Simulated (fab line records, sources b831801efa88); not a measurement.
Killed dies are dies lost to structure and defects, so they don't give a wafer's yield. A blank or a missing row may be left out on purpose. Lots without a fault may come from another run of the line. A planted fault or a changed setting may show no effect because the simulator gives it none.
Which tool did it? | flow sky130 | 12 lots, 36 wafers sampled, at 3 steps of a route of 708

WHAT THE GAUGES READ, wafer by wafer
SKY_METAL2_OVL_MEAS_16.
lot  | measured     | on         | METAL2_OVL (nm)
L075 | day 35 06:16 | overlay-02 | 0 7 -2
L077 | day 35 19:01 | overlay-01 | -4 -1 -11
L079 | day 37 20:28 | overlay-01 | 4 -1 6
L081 | day 37 22:08 | overlay-01 | 1 8 -5
L084 | day 38 02:35 | overlay-01 | -1 6 2
L086 | day 38 20:22 | overlay-01 | -6 -12 0
L087 | day 39 03:57 | overlay-02 | -1 2 -11
L089 | day 40 17:02 | overlay-01 | -4 4 -2
L091 | day 41 05:41 | overlay-02 | 0 4 2
L093 | day 41 15:39 | overlay-02 | -3 7 -7
L095 | day 42 04:47 | overlay-02 | -2 -6 -2
L097 | day 42 23:43 | overlay-01 | -3 3 5

WHICH TOOL RAN EACH LOT (tool, then ch and the chambers of the sampled wafers, then the start)
lot  | SKY_CONTACT_ETCH_16                | SKY_VIA1_ETCH_14
L075 | rie_diel-04 ch 0,2,3, day 31 18:20 | rie_diel-01 ch 0,1,2, day 34 02:40
L077 | rie_diel-04 ch 2,3, day 32 05:22   | rie_diel-03 ch 0,1,3, day 34 15:11
L079 | rie_diel-04 ch 0,1,3, day 34 08:52 | rie_diel-03 ch 1,2, day 36 17:19
L081 | rie_diel-04 ch 1,2,3, day 34 11:40 | rie_diel-03 ch 0,1,2, day 36 19:05
L084 | rie_diel-01 ch 2,3, day 34 17:35   | rie_diel-03 ch 1,3, day 36 23:38
L086 | rie_diel-01 ch 2,3, day 35 09:43   | rie_diel-03 ch 0,1,2, day 37 16:47
L087 | rie_diel-01 ch 1,2, day 35 18:52   | rie_diel-02 ch 0,2,3, day 38 01:27
L089 | rie_diel-01 ch 0,1,3, day 37 10:04 | rie_diel-03 ch 1,2, day 39 15:46
L091 | rie_diel-02 ch 1,2,3, day 37 23:04 | rie_diel-01 ch 0,2,3, day 40 03:51
L093 | rie_diel-04 ch 1,2,3, day 38 10:13 | rie_diel-03 ch 0,1,3, day 40 15:29
L095 | rie_diel-01 ch 0,1,2, day 38 23:22 | rie_diel-01 ch 0,3, day 41 03:40
L097 | rie_diel-01 ch 0,2,3, day 39 19:32 | rie_diel-03 ch 1,2,3, day 41 23:22
- SKY_CONTACT_ETCH_16: etches BARC in N2/H2, stops on SiO2, time 45.9 s, target depth 60 nm.
- SKY_VIA1_ETCH_14: etches BARC in N2/H2, stops on SiO2, time 45.08 s, target depth 60 nm.

THE ANSWER, worked out from the rows above alone
Rule: what is usual is taken from the lots themselves. Put in order of their means at a reading, lots are off if they are a third of the lots or fewer, leave a main group of 4 or more, and stand apart from it by a gap of 3 or more times the standard deviation of the main group's means; of several such gaps the widest counts. A main group whose means are all the same, to the digits that the tables above print for the reading, isn't used. A lot without any number at a reading at which 4 lots or more have one is off too. The other lots that the step has rows for count as sound.
No lot is off at any reading shown: from this, nothing can be told.

WHAT THE SIMULATOR HAD PUT IN
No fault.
